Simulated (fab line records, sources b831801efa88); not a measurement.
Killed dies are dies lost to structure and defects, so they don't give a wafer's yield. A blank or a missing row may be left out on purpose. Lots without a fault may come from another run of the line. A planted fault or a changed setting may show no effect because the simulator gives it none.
A struck lot beside a sound one | flow sky130 | 23 steps out of a route of 708
Sound: wafers L723.1, L723.3, L723.5. Struck: wafer L732.2. (L732.1, L732.3 of the same lot were not struck and are left out.) The cause comes at the end.
At each step with rows: each side's tool, then ch and its chambers, then its first start. Under that, the readings that differ: sound wafers | struck wafers | difference of the means | sigmas: that difference in standard deviations of wafers without a fault.
alike: readings whose means differ by less than 2 such deviations, and words and numbers that are the same on both sides. not compared: withheld readings, readings that some wafer has no value for, bounds like >300 that may hide the same value, and numbers for which the record gives no deviation and whose values overlap.
The two part at a step that has a row with sigmas, a row that says differs or no value, or rows on one side only. Numbers that don't overlap but have no deviation are shown without sigmas and don't part them. A reading that every wafer of one side lacks parts them only if that side has two wafers or more.

first, 1 step without rows for these wafers: SKY_CAP2M_DEVELOP_11 (develop time 60 s).
SKY_CAP2M_OVL_MEAS_12:
  sound on overlay-01, day 42 08:12; struck on overlay-01, day 44 19:37
  alike: CAP2M_OVL
SKY_CAP2M_METAL_ETCH_13: etches TiN in Cl2/BCl3, stops on SiO2, target depth 220 nm, time 62.9 s.
  sound on rie_metal-02 ch 0, day 42 08:14; struck on rie_metal-03 ch 0, day 44 19:40
  alike: chamber_pressure_mTorr, drypump_motor_current_A, mfc_cl2_sccm, oes_product_au, rf_fwd_power_W, throttle_valve_pct
  not compared: rf_hours_counter_h
SKY_CAP2M_STRIP_14: strips in O2/N2.
  sound on plasma_asher-04 ch 0,1, day 42 08:19; struck on plasma_asher-03 ch 1, day 44 19:44
  alike: chamber_pressure_mTorr, drypump_motor_current_A, oes_product_au, strip_time_to_endpoint_s
  not compared: rf_hours_counter_h
then, 8 steps without rows for these wafers: SKY_CAP2M_STRIP_15 (strips in post etch residue remover, time 1200 s); SKY_CAP2M_CLEAN_16 (cleans in IPA, time 180 s); SKY_CAP2M_CLEAN_17 (cleans in O3/DIW); SKY_METAL4_DEHYDRATE_05 (time 60 s); SKY_METAL4_HMDS_06 (prime time 60 s); SKY_METAL4_COAT_07 (resist thk 60 nm); SKY_METAL4_COAT_08 (resist thk 1140 nm); SKY_METAL4_SOFTBAKE_09 (time 90 s).
SKY_METAL4_EXPOSE_10: exposes mask MM4, target cd 300 nm.
  sound on krf_scanner-02 ch 0, day 42 20:12; struck on krf_scanner-02 ch 0, day 45 06:51
  alike: mask
then, 2 steps without rows for these wafers: SKY_METAL4_PEB_11; SKY_METAL4_DEVELOP_12 (develop time 60 s).
SKY_METAL4_CD_MEAS_13: target cd 300 nm.
  sound on cd_sem-02, day 43 07:49; struck on cd_sem-02, day 45 17:27
  reading    | sound             | struck | difference | sigmas
  cd_nm (nm) | 299.3 300.2 298.7 | 284.1  | -15.3      | -13
SKY_METAL4_OVL_MEAS_14:
  sound on overlay-02, day 43 07:56; struck on overlay-02, day 45 17:34
  alike: METAL4_OVL
SKY_METAL4_DESCUM_15: chemistry O2, time 8 s.
  sound on rie_metal-03 ch 0,1, day 43 07:59; struck on rie_metal-03 ch 0, day 45 17:37
  reading                 | sound             | struck | difference | sigmas
  model.METAL4.cd_nm (nm) | 299.6 300.3 298.6 | 284    | -16        |
  alike: chamber_pressure_mTorr, drypump_motor_current_A, oes_product_au, rf_fwd_power_W
  not compared: rf_hours_counter_h
SKY_METAL4_ETCH_16: etches BARC in N2/H2, stops on SiO2, time 88.2 s, target depth 60 nm.
  sound on rie_metal-03 ch 0,1, day 43 08:01; struck on rie_metal-03 ch 0, day 45 17:38
  alike: chamber_pressure_mTorr, drypump_motor_current_A, oes_product_au, rf_fwd_power_W, throttle_valve_pct
  not compared: rf_hours_counter_h
SKY_METAL4_ETCH_17: etches SiO2 in C4F8/O2/Ar, stops on TiN, time 3.9 s, target depth 15 nm.
  sound on rie_diel-03 ch 1,2, day 43 08:07; struck on rie_diel-04 ch 2, day 45 17:44
  alike: chamber_pressure_mTorr, oes_product_au, rf_fwd_power_W
  not compared: rf_hours_counter_h
SKY_METAL4_METAL_ETCH_18: etches the open film in Cl2/BCl3, stops on SiO2, target depth 845 nm, time 183.1 s.
  sound on rie_metal-01 ch 0,1, day 43 08:08; struck on rie_metal-01 ch 1, day 45 17:45
  reading                        | sound              | struck | difference | sigmas
  chamber_pressure_mTorr (mTorr) | 10.012 9.982 9.942 | 10.008 | +0.029     | +3
  mfc_cl2_sccm (sccm)            | 59.96 60.14 60.36  | 59.60  | -0.55      | -3
  model.METAL4.cd_nm (nm)        | 301.2 302.4 301.2  | 276.4  | -25.2      |
  alike: drypump_motor_current_A, oes_product_au, rf_fwd_power_W, throttle_valve_pct
  not compared: rf_hours_counter_h
SKY_METAL4_STRIP_19: strips in O2/N2.
  sound on plasma_asher-04 ch 0,1, day 43 08:18; struck on plasma_asher-01 ch 0, day 45 17:56
  alike: chamber_pressure_mTorr, drypump_motor_current_A, oes_product_au, strip_time_to_endpoint_s
  not compared: rf_hours_counter_h
-- the record jumps here: 4 days lie between the struck wafers' starts before and after (it left off in module METAL4 and takes up again in module PAD_OPEN, whose first step shown is number 708 of the route) --
SKY_PAD_OPEN_PROBE_99:
  sound on prober-01, day 47 03:13; struck on prober-02, day 49 06:09
  reading                        | sound                | struck | difference | sigmas
  model.etest.met4.width_nm (nm) | 298.5 303.8 299.9    | 275.6  | -25.1      |
  model.etest.met4.line_ohm_um   | 0.1431 0.1423 0.1444 | 0.1531 | +0.0098    |
  alike: defect_limited_yield, killed_at_M0_to_M3, killed_at_M4_up, killed_at_contacts, killed_at_front_end, killed_at_other, killed_dies, killed_open, killed_short, sort_bin_3_pad_short, sort_bin_5_function, sort_bin_6_memory, sort_n_pass, sort_yield_pct

WHERE THEY PART
First at SKY_METAL4_CD_MEAS_13; last, within this record, at SKY_METAL4_METAL_ETCH_18. Later steps at which nothing parts them and some readings are alike: SKY_METAL4_STRIP_19, SKY_PAD_OPEN_PROBE_99.

WHY: what the simulator had put in
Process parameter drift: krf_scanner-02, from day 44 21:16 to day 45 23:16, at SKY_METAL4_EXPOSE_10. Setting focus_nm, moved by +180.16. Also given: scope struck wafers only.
